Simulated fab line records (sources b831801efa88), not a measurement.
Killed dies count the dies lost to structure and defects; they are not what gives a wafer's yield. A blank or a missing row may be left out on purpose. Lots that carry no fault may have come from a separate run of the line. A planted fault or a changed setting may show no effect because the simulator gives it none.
Split-lot trial + flow gf180mcu + 23 wafers read across 5 lots, on a route 602 steps long

== THE SPLIT ==
At GF_VT_IMPLANT_IMPLANT_30, the setting doseCm2 was moved away from the recipe's 2.534e+12 on 11 of the 23 wafers read, by -17.8% to +11.7%. For the rest of the wafers, this setting stayed at what the recipe calls for.

== FROM THE SPLIT TO THE READING: what the file shows between them, 1 step ==
- GF_VT_IMPLANT_STRIP_31: strips in O2/N2

== THE READING ==
VT_IMPLANT_3_TW, at GF_VT_IMPLANT_TW_MEAS_32. Fault-free wafers of this fab line usually give 270.2, standard deviation 1.7.

| wafer  | tool, chamber at the split | doseCm2 as run | against the recipe | VT_IMPLANT_3_TW | against lot-mates on the recipe |
|--------|----------------------------|----------------|--------------------|-----------------|---------------------------------|
| L075.1 | implanter-04, 0            | 2.132e+12      | -15.9%             | 254.5           | -13.3                           |
| L075.2 | implanter-04, 0            | 2.132e+12      | -15.9%             | 254.1           | -13.7                           |
| L075.3 | implanter-04, 0            | 2.534e+12      | recipe             | 269.3           | -                               |
| L075.4 | implanter-04, 0            | 2.534e+12      | recipe             | 268.0           | -                               |
| L075.5 | implanter-04, 0            | 2.534e+12      | recipe             | 266.2           | -                               |
| L076.2 | implanter-02, 0            | 2.534e+12      | recipe             | 273.2           | -                               |
| L076.3 | implanter-02, 0            | 2.831e+12      | +11.7%             | 279.3           | +7.3                            |
| L076.4 | implanter-02, 0            | 2.534e+12      | recipe             | 270.8           | -                               |
| L076.5 | implanter-02, 0            | 2.831e+12      | +11.7%             | 281.6           | +9.6                            |
| L076.6 | implanter-02, 0            | 2.831e+12      | +11.7%             | 281.1           | +9.1                            |
| L083.1 | implanter-02, 0            | 2.084e+12      | -17.8%             | 254.9           | -16.0                           |
| L083.2 | implanter-02, 0            | 2.084e+12      | -17.8%             | 255.7           | -15.2                           |
| L083.3 | implanter-02, 0            | 2.534e+12      | recipe             | 270.8           | -                               |
| L083.4 | implanter-02, 0            | 2.084e+12      | -17.8%             | 255.0           | -15.9                           |
| L083.6 | implanter-02, 0            | 2.534e+12      | recipe             | 271.0           | -                               |
| L082.1 | implanter-03, 0            | 2.725e+12      | +7.5%              | 273.5           | +5.7                            |
| L082.2 | implanter-03, 0            | 2.534e+12      | recipe             | 268.1           | -                               |
| L082.4 | implanter-03, 0            | 2.534e+12      | recipe             | 267.5           | -                               |
| L082.5 | implanter-03, 0            | 2.725e+12      | +7.5%              | 272.2           | +4.4                            |
| L082.6 | implanter-03, 0            | 2.725e+12      | +7.5%              | 274.1           | +6.3                            |
| L084.2 | implanter-03, 0            | 2.534e+12      | recipe             | 268.5           | -                               |
| L084.3 | implanter-03, 0            | 2.534e+12      | recipe             | 268.6           | -                               |
| L084.5 | implanter-03, 0            | 2.534e+12      | recipe             | 267.3           | -                               |

FIT RESULTS
A straight line over all 23 wafers: VT_IMPLANT_3_TW changes by +0.841 for each +1% of doseCm2; r = +0.97; the points scatter about the line by 1.9.
The same after taking each lot's own level away (the mean of its wafers on the recipe; 23 wafers): +0.828 for each +1%; r = +0.99; scatter 0.95.
The reading moves by 15 for the largest change in doseCm2, on that fit.
The span of the lots' own levels, 267.80 to 272.00, comes to 2.5 times the standard deviation stated above.
So the lot-to-lot level changes the slope little: the two slopes agree.
Check: -14.9 against its lot-mates is what the line predicts for one of the wafers moved furthest among these (-17.8%) when that wafer is left out of the fit. It came out at -16 against them.

== OTHER SPLITS ON THESE WAFERS ==
Other splits were also applied to these wafers ahead of the reading. Each is held against what the fit with the lots' levels taken away leaves over:
| other split on the same wafers     | wafers away from the commonest value | r with VT_IMPLANT_3_TW (lot level and that fit taken away) |
|------------------------------------|--------------------------------------|------------------------------------------------------------|
| GF_STI_OXIDATION_01 oxTimeS        | 13                                   | +0.04                                                      |
| GF_STI_CVD_03 pressureMtorr        | 10                                   | +0.02                                                      |
| GF_DNWELL_COAT_02 spinRpm          | 7                                    | -0.22                                                      |
| GF_DNWELL_STRIP_08 platenTempC     | 11                                   | +0.13                                                      |
| GF_NWELL_IMPLANT_08 doseCm2        | 6                                    | -0.09                                                      |
| GF_LVPWELL_STRIP_10 pressureMtorr  | 15                                   | -0.17                                                      |
| GF_MVSD_IMPLANT_08 energyKev       | 6                                    | +0.21                                                      |
| GF_MVPSD_IMPLANT_08 doseCm2        | 11                                   | -0.05                                                      |
| GF_VT_IMPLANT_IMPLANT_08 energyKev | 7                                    | -0.19                                                      |
| GF_VT_IMPLANT_COAT_24 spinRpm      | 8                                    | -0.18                                                      |

== FILE'S OWN FIT ==
VT_IMPLANT_3_TW changes by +0.836 for each +1% of doseCm2, r = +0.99.
